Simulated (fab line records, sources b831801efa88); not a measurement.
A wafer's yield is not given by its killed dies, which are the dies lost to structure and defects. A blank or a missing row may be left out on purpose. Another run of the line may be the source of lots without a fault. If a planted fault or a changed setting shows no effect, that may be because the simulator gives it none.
Which tool was responsible? / flow sky130 / 13 lots, 39 wafers sampled, at 5 steps of a route of 708

== WHAT THE GAUGES SHOWED, per wafer ==
SKY_SONOS_TUNNEL_CD_MEAS_07: target cd 410 nm. Usual: cd_nm reads 409.5 nm (standard deviation 1.9).
lot=L397; measured=day 11 06:41; on=cd_sem-01; cd_nm (nm)=408.0 410.4 410.0; flag=
lot=L398; measured=day 11 19:03; on=cd_sem-02; cd_nm (nm)=411.0 410.3 409.4; flag=
lot=L406; measured=day 14 07:31; on=cd_sem-02; cd_nm (nm)=410.3 408.2 409.1; flag=
lot=L407; measured=day 14 14:46; on=cd_sem-01; cd_nm (nm)=405.1 406.7 408.8; flag=
lot=L411; measured=day 15 23:04; on=cd_sem-02; cd_nm (nm)=412.5 409.9 410.2; flag=
lot=L412; measured=day 16 06:04; on=cd_sem-02; cd_nm (nm)=408.9 410.8 412.2; flag=
lot=L413; measured=day 16 09:15; on=cd_sem-01; cd_nm (nm)=410.1 411.9 409.2; flag=
lot=L414; measured=day 17 01:34; on=cd_sem-01; cd_nm (nm)=411.0 409.4 411.6; flag=
lot=L415; measured=day 18 02:23; on=cd_sem-01; cd_nm (nm)=410.7 409.4 409.2; flag=
lot=L416; measured=day 18 06:13; on=cd_sem-02; cd_nm (nm)=410.7 411.1 410.3; flag=
lot=L417; measured=day 18 07:05; on=cd_sem-02; cd_nm (nm)=408.0 409.9 409.4; flag=
lot=L418; measured=day 18 12:30; on=cd_sem-01; cd_nm (nm)=409.9 408.0 407.0; flag=
lot=L419; measured=day 18 21:22; on=cd_sem-01; cd_nm (nm)=409.1 412.6 410.2; flag=

SKY_SONOS_ONO_THK_MEAS_01. Usual: SONOS_ONO_OXIDATION_THK 2.59 nm, standard deviation 0.059.
lot=L397; measured=day 11 09:58; on=film_metro-03; SONOS_ONO_OXIDATION_THK (nm)=2.59 2.58 2.61; flag=
lot=L398; measured=day 11 21:02; on=film_metro-04; SONOS_ONO_OXIDATION_THK (nm)=2.56 2.46 2.54; flag=
lot=L406; measured=day 14 10:59; on=film_metro-03; SONOS_ONO_OXIDATION_THK (nm)=2.21 2.17 2.18; flag=OFF
lot=L407; measured=day 14 18:45; on=film_metro-03; SONOS_ONO_OXIDATION_THK (nm)=2.07 2.09 2.06; flag=OFF
lot=L411; measured=day 16 01:49; on=film_metro-02; SONOS_ONO_OXIDATION_THK (nm)=2.62 2.60 2.66; flag=
lot=L412; measured=day 16 08:31; on=film_metro-03; SONOS_ONO_OXIDATION_THK (nm)=2.61 2.62 2.52; flag=
lot=L413; measured=day 16 11:35; on=film_metro-04; SONOS_ONO_OXIDATION_THK (nm)=2.57 2.58 2.56; flag=
lot=L414; measured=day 17 05:34; on=film_metro-04; SONOS_ONO_OXIDATION_THK (nm)=2.62 2.66 2.62; flag=
lot=L415; measured=day 18 05:05; on=film_metro-02; SONOS_ONO_OXIDATION_THK (nm)=2.65 2.68 2.60; flag=
lot=L416; measured=day 18 08:12; on=film_metro-03; SONOS_ONO_OXIDATION_THK (nm)=2.54 2.61 2.58; flag=
lot=L417; measured=day 18 10:18; on=film_metro-04; SONOS_ONO_OXIDATION_THK (nm)=2.66 2.64 2.65; flag=
lot=L418; measured=day 18 16:16; on=film_metro-03; SONOS_ONO_OXIDATION_THK (nm)=2.59 2.60 2.60; flag=
lot=L419; measured=day 18 23:21; on=film_metro-03; SONOS_ONO_OXIDATION_THK (nm)=2.56 2.49 2.46; flag=

SKY_SONOS_ONO_OVL_MEAS_14. Usual: SONOS_ONO_OVL -0.7 nm, standard deviation 1.4.
lot=L397; measured=day 12 13:23; on=overlay-02; SONOS_ONO_OVL (nm)=-0.9 -2.0 -1.0; flag=
lot=L398; measured=day 12 23:59; on=overlay-01; SONOS_ONO_OVL (nm)=0.6 1.7 0.7; flag=
lot=L406; measured=day 15 18:29; on=overlay-01; SONOS_ONO_OVL (nm)=0.8 0.6 -0.2; flag=
lot=L407; measured=day 17 02:56; on=overlay-02; SONOS_ONO_OVL (nm)=0.6 -2.4 -2.4; flag=
lot=L411; measured=day 17 10:03; on=overlay-01; SONOS_ONO_OVL (nm)=-1.3 -0.6 -1.0; flag=
lot=L412; measured=day 17 15:40; on=overlay-02; SONOS_ONO_OVL (nm)=-2.0 -2.2 -2.5; flag=
lot=L413; measured=day 17 18:31; on=overlay-02; SONOS_ONO_OVL (nm)=-0.8 -2.3 -1.4; flag=
lot=L414; measured=day 18 16:56; on=overlay-02; SONOS_ONO_OVL (nm)=1.1 -0.4 0.3; flag=
lot=L415; measured=day 19 15:53; on=overlay-02; SONOS_ONO_OVL (nm)=-1.9 -3.0 -0.5; flag=
lot=L416; measured=day 19 18:26; on=overlay-01; SONOS_ONO_OVL (nm)=1.2 -0.2 0.2; flag=
lot=L417; measured=day 19 20:02; on=overlay-02; SONOS_ONO_OVL (nm)=-1.1 -1.4 -2.4; flag=
lot=L418; measured=day 20 02:46; on=overlay-01; SONOS_ONO_OVL (nm)=-0.7 -0.5 -1.8; flag=
lot=L419; measured=day 20 10:23; on=overlay-01; SONOS_ONO_OVL (nm)=0.5 0.5 1.7; flag=

== WHAT TOOL EACH LOT RAN ON (gives the tool, then ch and the chambers of the sampled wafers, and finally the start) ==
lot=L397; SKY_NWELL_RTA_28=rtp_anneal-01 ch 0, day 5 06:31; SKY_SONOS_ONO_OXIDATION_00=furnace-02 ch 0, day 11 08:36
lot=L398; SKY_NWELL_RTA_28=rtp_anneal-02 ch 0, day 5 14:42; SKY_SONOS_ONO_OXIDATION_00=furnace-01 ch 0, day 11 19:41
lot=L406; SKY_NWELL_RTA_28=rtp_anneal-01 ch 0, day 7 12:52; SKY_SONOS_ONO_OXIDATION_00=furnace-01 ch 0, day 14 09:38
lot=L407; SKY_NWELL_RTA_28=rtp_anneal-01 ch 0, day 7 18:57; SKY_SONOS_ONO_OXIDATION_00=furnace-01 ch 0, day 14 17:23
lot=L411; SKY_NWELL_RTA_28=rtp_anneal-01 ch 0, day 8 18:46; SKY_SONOS_ONO_OXIDATION_00=furnace-02 ch 0, day 16 00:28
lot=L412; SKY_NWELL_RTA_28=rtp_anneal-02 ch 0, day 9 01:00; SKY_SONOS_ONO_OXIDATION_00=furnace-02 ch 0, day 16 07:10
lot=L413; SKY_NWELL_RTA_28=rtp_anneal-01 ch 0, day 9 05:43; SKY_SONOS_ONO_OXIDATION_00=furnace-02 ch 0, day 16 10:15
lot=L414; SKY_NWELL_RTA_28=rtp_anneal-01 ch 0, day 9 17:07; SKY_SONOS_ONO_OXIDATION_00=furnace-02 ch 0, day 17 04:13
lot=L415; SKY_NWELL_RTA_28=rtp_anneal-02 ch 0, day 10 10:44; SKY_SONOS_ONO_OXIDATION_00=furnace-02 ch 0, day 18 03:43
lot=L416; SKY_NWELL_RTA_28=rtp_anneal-02 ch 0, day 10 15:07; SKY_SONOS_ONO_OXIDATION_00=furnace-02 ch 0, day 18 06:51
lot=L417; SKY_NWELL_RTA_28=rtp_anneal-01 ch 0, day 10 15:38; SKY_SONOS_ONO_OXIDATION_00=furnace-01 ch 0, day 18 08:56
lot=L418; SKY_NWELL_RTA_28=rtp_anneal-02 ch 0, day 10 18:45; SKY_SONOS_ONO_OXIDATION_00=furnace-01 ch 0, day 18 14:56
lot=L419; SKY_NWELL_RTA_28=rtp_anneal-01 ch 0, day 11 02:07; SKY_SONOS_ONO_OXIDATION_00=furnace-02 ch 0, day 18 21:59
- SKY_NWELL_RTA_28: time 30 s.
- SKY_SONOS_ONO_OXIDATION_00: stabilise 600 s, purge 300 s, target thk 2.6 nm.

== WHAT THE TOOLS THEMSELVES READ (means of the sampled wafers that have a number; where no wafer has one, the mark that the record gives instead) ==
SKY_NWELL_RTA_28. Usual: lamp_power_pct 25.31 %, standard deviation 0.055; ramp_down_c_per_s 90.000, standard deviation 0.016; wafer_temp_C_max 1054.9, standard deviation 0.99.
lot=L397; tool=rtp_anneal-01; lamp_power_pct (%)=25.27; ramp_down_c_per_s=89.994; wafer_temp_C_max=1055.2; flag=
lot=L398; tool=rtp_anneal-02; lamp_power_pct (%)=25.29; ramp_down_c_per_s=90.015; wafer_temp_C_max=1055.3; flag=
lot=L406; tool=rtp_anneal-01; lamp_power_pct (%)=25.30; ramp_down_c_per_s=90.008; wafer_temp_C_max=1055.9; flag=
lot=L407; tool=rtp_anneal-01; lamp_power_pct (%)=25.33; ramp_down_c_per_s=90.004; wafer_temp_C_max=1054.3; flag=
lot=L411; tool=rtp_anneal-01; lamp_power_pct (%)=25.35; ramp_down_c_per_s=89.993; wafer_temp_C_max=1055.5; flag=
lot=L412; tool=rtp_anneal-02; lamp_power_pct (%)=25.30; ramp_down_c_per_s=89.995; wafer_temp_C_max=1054.6; flag=
lot=L413; tool=rtp_anneal-01; lamp_power_pct (%)=25.34; ramp_down_c_per_s=90.004; wafer_temp_C_max=1054.9; flag=
lot=L414; tool=rtp_anneal-01; lamp_power_pct (%)=25.29; ramp_down_c_per_s=89.996; wafer_temp_C_max=1054.4; flag=
lot=L415; tool=rtp_anneal-02; lamp_power_pct (%)=25.30; ramp_down_c_per_s=90.015; wafer_temp_C_max=1054.3; flag=
lot=L416; tool=rtp_anneal-02; lamp_power_pct (%)=25.33; ramp_down_c_per_s=89.989; wafer_temp_C_max=1055.3; flag=
lot=L417; tool=rtp_anneal-01; lamp_power_pct (%)=25.30; ramp_down_c_per_s=89.998; wafer_temp_C_max=1054.0; flag=
lot=L418; tool=rtp_anneal-02; lamp_power_pct (%)=25.32; ramp_down_c_per_s=90.002; wafer_temp_C_max=1054.8; flag=
lot=L419; tool=rtp_anneal-01; lamp_power_pct (%)=25.28; ramp_down_c_per_s=89.987; wafer_temp_C_max=1055.2; flag=

== THE ANSWER, worked out from the rows above alone ==
Rule: a lot is off if the mean of its wafers that have a number lies more than 3 standard deviations from the usual mean. A lot without any number at a reading at which 4 lots or more have one is off too. Where the step has rows for the other lots, those lots are counted as sound. Order of review: gauges by route order, followed by the tools' own readings, for which a lot's mean as printed above is used. At the first step where some lot is off, the reading lying furthest off is the one used; lots without a number count as furthest.
Off: at SKY_SONOS_ONO_THK_MEAS_01 (SONOS_ONO_OXIDATION_THK), L406, L407.
A tool fits if, at a process step before that reading, it ran every lot that is off, and no sound lot after the first of them. Gauges at SKY_SONOS_ONO_THK_MEAS_01: tried the same way as those tools. No candidate that was tried fits.

== WHAT WAS PUT IN BY THE SIMULATOR ==
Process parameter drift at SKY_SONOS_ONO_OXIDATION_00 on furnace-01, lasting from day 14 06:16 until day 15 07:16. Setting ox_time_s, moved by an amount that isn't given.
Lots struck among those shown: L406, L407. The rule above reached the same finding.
